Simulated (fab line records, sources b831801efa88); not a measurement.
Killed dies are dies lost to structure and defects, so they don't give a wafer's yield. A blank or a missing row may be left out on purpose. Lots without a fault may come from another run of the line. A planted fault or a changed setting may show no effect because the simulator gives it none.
Which tool did it? | flow gf180mcu | 12 lots, 36 wafers sampled, at 3 steps of a route of 602

WHAT THE GAUGES READ, wafer by wafer
GF_V3_OVL_MEAS_15. Usual: V3_OVL -1 nm, standard deviation 5.3.
lot  | measured     | on         | V3_OVL (nm) | flag
L897 | day 22 08:26 | overlay-01 | 0 -10 1     |
L899 | day 23 02:07 | overlay-02 | 4 6 7       |
L900 | day 23 10:47 | overlay-02 | 3 3 8       |
L901 | day 23 16:50 | overlay-02 | 12 5 9      |
L906 | day 25 13:53 | overlay-02 | -3 5 5      |
L908 | day 26 03:42 | overlay-02 | -2 0 0      |
L909 | day 26 15:01 | overlay-01 | 8 1 6       |
L910 | day 26 20:33 | overlay-01 | -7 -9 -4    |
L911 | day 26 23:37 | overlay-01 | 5 -7 3      |
L918 | day 29 18:26 | overlay-02 | 4 8 2       |
L919 | day 29 19:11 | overlay-02 | -4 -7 -4    |
L920 | day 30 06:59 | overlay-01 | 7 3 -3      |

WHICH TOOL RAN EACH LOT (tool, then ch and the chambers of the sampled wafers, then the start)
lot  | GF_DUAL_GATE_OXIDATION_15     | GF_M3_METAL_ETCH_16
L897 | furnace-02 ch 0, day 8 09:47  | rie_metal-04 ch 0,1, day 21 07:19
L899 | furnace-02 ch 0, day 8 20:32  | rie_metal-01 ch 1, day 22 01:51
L900 | furnace-01 ch 0, day 9 01:58  | rie_metal-01 ch 1, day 22 10:46
L901 | furnace-02 ch 0, day 9 08:53  | rie_metal-04 ch 0,1, day 22 16:55
L906 | furnace-01 ch 0, day 10 22:14 | rie_metal-03 ch 0,1, day 24 15:22
L908 | furnace-01 ch 0, day 11 12:46 | rie_metal-04 ch 0,1, day 25 05:34
L909 | furnace-01 ch 0, day 11 22:01 | rie_metal-03 ch 1, day 25 16:07
L910 | furnace-02 ch 0, day 12 02:31 | rie_metal-03 ch 1, day 25 22:43
L911 | furnace-01 ch 0, day 12 07:34 | rie_metal-03 ch 0,1, day 26 01:10
L918 | furnace-02 ch 0, day 15 02:19 | rie_metal-04 ch 0,1, day 28 22:04
L919 | furnace-01 ch 0, day 15 05:50 | rie_metal-01 ch 0,1, day 28 23:38
L920 | furnace-02 ch 0, day 15 14:50 | rie_metal-03 ch 0,1, day 29 10:34
- GF_DUAL_GATE_OXIDATION_15: stabilise 600 s, purge 300 s, target thk 7.098 nm.
- GF_M3_METAL_ETCH_16: etches the open film in Cl2/BCl3, stops on SiO2, target depth 750.8 nm, time 125.1 s.

WHAT THE TOOLS THEMSELVES READ (means of the sampled wafers that have a number; where no wafer has one, the mark that the record gives instead)
GF_DUAL_GATE_OXIDATION_15. Usual: spike_tc_centre_C 850.6 C, standard deviation 1.4; spike_tc_top_C 863.9 C, standard deviation 1.8; spike_tc_upper_C 850.1 C, standard deviation 1; tube_center_temp_C_max 852.2, standard deviation 0.35; zone_power_centre_pct 16.8 %, standard deviation 0.55; zone_power_top_pct 31.1 %, standard deviation 0.87; zone_power_upper_pct 16.2 %, standard deviation 1.6.
lot  | tool       | spike_tc_centre_C (C) | spike_tc_top_C (C) | spike_tc_upper_C (C) | tube_center_temp_C_max | zone_power_centre_pct (%) | zone_power_top_pct (%) | zone_power_upper_pct (%) | flag
L897 | furnace-02 | 850.6                 | 862.4              | 849.9                | 851.9                  | 17.5                      | 32.1                   | 14.4                     |
L899 | furnace-02 | 850.0                 | 861.3              | 849.8                | 852.3                  | 17.4                      | 31.7                   | 14.5                     |
L900 | furnace-01 | 851.6                 | 864.9              | 850.1                | 852.2                  | 16.4                      | 30.4                   | 17.6                     |
L901 | furnace-02 | 849.7                 | 861.6              | 848.7                | 852.4                  | 17.5                      | 31.9                   | 14.4                     |
L906 | furnace-01 | 851.0                 | 865.2              | 850.1                | 852.3                  | 16.4                      | 30.3                   | 17.6                     |
L908 | furnace-01 | 857.4                 | 872.7              | 809.9                | 852.3                  | 22.7                      | 38.4                   | 1.6                      | OFF
L909 | furnace-01 | 856.5                 | 871.5              | 810.8                | 851.8                  | 22.9                      | 38.6                   | 1.6                      | OFF
L910 | furnace-02 | 849.2                 | 862.8              | 849.4                | 852.4                  | 17.4                      | 32.0                   | 14.5                     |
L911 | furnace-01 | 856.1                 | 872.3              | 810.4                | 852.0                  | 22.9                      | 38.6                   | 1.6                      | OFF
L918 | furnace-02 | 849.1                 | 862.9              | 850.2                | 852.5                  | 17.2                      | 32.2                   | 14.4                     |
L919 | furnace-01 | 852.0                 | 865.1              | 851.3                | 852.2                  | 16.4                      | 30.2                   | 17.6                     |
L920 | furnace-02 | 848.8                 | 862.4              | 850.3                | 852.0                  | 17.4                      | 31.8                   | 14.5                     |

GF_M3_METAL_ETCH_16. Usual: chamber_pressure_mTorr 8.000 mTorr, standard deviation 0.0073; drypump_motor_current_A 6.0 A, standard deviation 0.5; oes_product_au 0.991 a.u., standard deviation 0.0055; throttle_valve_pct 28.229 %, standard deviation 0.0092.
lot  | tool         | chamber_pressure_mTorr (mTorr) | drypump_motor_current_A (A) | oes_product_au (a.u.) | throttle_valve_pct (%) | flag
L897 | rie_metal-04 | 7.996                          | 5.8                         | 0.992                 | 28.219                 |
L899 | rie_metal-01 | 7.994                          | 6.1                         | 0.989                 | 28.231                 |
L900 | rie_metal-01 | 7.996                          | 6.1                         | 0.992                 | 28.235                 |
L901 | rie_metal-04 | 7.996                          | 5.8                         | 0.994                 | 28.227                 |
L906 | rie_metal-03 | 8.010                          | 6.0                         | 0.995                 | 28.230                 |
L908 | rie_metal-04 | 8.008                          | 5.8                         | 0.990                 | 28.228                 |
L909 | rie_metal-03 | 8.004                          | 5.9                         | 0.996                 | 28.225                 |
L910 | rie_metal-03 | 7.999                          | 5.9                         | 0.996                 | 28.214                 |
L911 | rie_metal-03 | 7.996                          | 6.0                         | 0.992                 | 28.227                 |
L918 | rie_metal-04 | 7.994                          | 6.3                         | 0.991                 | 28.231                 |
L919 | rie_metal-01 | 7.999                          | 5.6                         | 0.988                 | 28.233                 |
L920 | rie_metal-03 | 8.002                          | 6.0                         | 0.993                 | 28.220                 |

THE ANSWER, worked out from the rows above alone
Rule: a lot is off if the mean of its wafers that have a number lies more than 3 standard deviations from the usual mean. A lot without any number at a reading at which 4 lots or more have one is off too. The other lots that the step has rows for count as sound. The gauges are gone through in route order, then the tools' own readings, and for those a lot's mean is taken as printed above. The first step at which some lot is off is used, and at that step the reading that is off furthest; a lot without a number counts as furthest.
Off: L908, L909, L911, at GF_DUAL_GATE_OXIDATION_15 (spike_tc_upper_C).
A tool fits if, at that step or a process step before it, it ran every lot that is off, and no sound lot after the first of them. None of those tried fits.

WHAT THE SIMULATOR HAD PUT IN
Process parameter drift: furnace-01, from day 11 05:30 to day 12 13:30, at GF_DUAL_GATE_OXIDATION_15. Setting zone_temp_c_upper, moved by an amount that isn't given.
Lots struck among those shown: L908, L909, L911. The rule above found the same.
